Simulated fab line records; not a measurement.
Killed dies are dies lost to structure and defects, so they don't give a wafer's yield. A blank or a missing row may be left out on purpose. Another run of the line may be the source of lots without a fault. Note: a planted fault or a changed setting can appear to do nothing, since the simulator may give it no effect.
Check of tool commonality	flow gf180mcu	Sampled: 13 lots, 41 wafers

== REASON FOR OPENING ==
Of 13 lots, 1 have the reading HV_LDD_CVD_56_THK flagged at GF_HV_LDD_THK_MEAS_57. Fault-free wafers read 89.8 nm, with a standard deviation of 1.
Rule: a lot is flagged when every wafer of it that has a number lies more than 4 standard deviations from that mean, or none has a number. The other lots count as sound.

lot	measured	on	HV_LDD_CVD_56_THK (nm), wafer by wafer	flag
L525	day 12 14:03	film-metro-04	88.0 89.4 88.3	
L527	day 12 22:29	film-metro-04	90.2 90.5 91.0	
L529	day 13 15:16	film-metro-03	90.3 89.4 89.3	
L530	day 14 03:33	film-metro-01	87.4 88.2 87.4	
L533	day 15 10:07	film-metro-03	90.8 91.3 91.0	
L534	day 15 14:13	film-metro-01	89.9 89.4 88.8	
L535	day 15 21:06	film-metro-04	90.5 90.3 90.3	
L536	day 16 05:17	film-metro-01	89.5 88.5	
L537	day 16 16:47	film-metro-04	88.8 88.8 88.0	
L538	day 16 21:10	film-metro-01	90.5 90.1 89.8	
L540	day 17 16:40	film-metro-04	87.8 88.2 88.7	
L544	day 18 23:40	film-metro-03	128.4 128.7 127.8 128.5 128.6 127.6	FLAGGED
L547	day 20 12:04	film-metro-03	91.6 90.6 91.2	
On average the flagged lots' numbers are 128.3 nm, which is +38.5 nm against the usual, or +38 standard deviations.

== WHICH TOOL EACH LOT WENT THROUGH ==
The record keeps 1 process step preceding the reading, out of 602 steps on the route. In each cell: the tool, then ch and the chambers that the sampled wafers went through, then the start.
lot	flag	GF_HV_LDD_CVD_56
L525		lpcvd-02 ch 0, day 12 12:37
L527		lpcvd-01 ch 1, day 12 21:03
L529		lpcvd-02 ch 1, day 13 13:50
L530		lpcvd-01 ch 0, day 14 02:06
L533		lpcvd-01 ch 0, day 15 07:57
L534		lpcvd-02 ch 1, day 15 12:47
L535		lpcvd-01 ch 1, day 15 19:39
L536		lpcvd-01 ch 1, day 16 03:51
L537		lpcvd-01 ch 0, day 16 15:21
L538		lpcvd-02 ch 1, day 16 19:45
L540		lpcvd-02 ch 1, day 17 15:14
L544	FLAGGED	lpcvd-01 ch 0, day 18 22:14
L547		lpcvd-02 ch 0, day 20 09:55
These steps, and what they do:
- GF_HV_LDD_CVD_56: deposits Si3N4 from DCS/NH3, target thk 90 nm, time 1543 s.
- GF_HV_LDD_THK_MEAS_57

== FLAGGED AGAINST TOTAL, ONE TOOL AT A TIME (gauges that did the reading follow at the end) ==
step	tool	lots run	flagged	share of the flagged lots	sound lots run after its first flagged lot
GF_HV_LDD_CVD_56	lpcvd-01	7	1	all	0
GF_HV_LDD_CVD_56	lpcvd-02	6	0	none	-
GF_HV_LDD_THK_MEAS_57	film-metro-01	4	0	none	-
GF_HV_LDD_THK_MEAS_57	film-metro-03	4	1	all	1 (L547)
GF_HV_LDD_THK_MEAS_57	film-metro-04	5	0	none	-

== THE TABLE: WHAT IT ALLOWS ==
lpcvd-01 at GF_HV_LDD_CVD_56 and film-metro-03 at GF_HV_LDD_THK_MEAS_57 are the 2 rows of the table that ran each flagged lot.
- lpcvd-01 at GF_HV_LDD_CVD_56 ran 7 lots, 1 of them flagged. A fault beginning between L537 (day 16 15:21), its last sound lot, and L544 (day 18 22:14), its first flagged one, fits the data. Its own readings lie more than 4 standard deviations out on every wafer of the flagged lots: spike-tc-bottom-C, spike-tc-centre-C, spike-tc-lower-C, spike-tc-top-C, spike-tc-upper-C.
- film-metro-03 at GF_HV_LDD_THK_MEAS_57 ran 4 lots, 1 of them flagged. Sound lots followed the first flagged one (L547) on it, something a lasting fault affecting the whole tool could not allow.
What remains is a single tool, lpcvd-01 at GF_HV_LDD_CVD_56.

== WHAT HAD BEEN PUT IN BY THE SIMULATOR ==
lpcvd-01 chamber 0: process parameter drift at GF_HV_LDD_CVD_56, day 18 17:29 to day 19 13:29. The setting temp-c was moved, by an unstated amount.
Shown lots that were struck: L544. Same finding as the rule above.
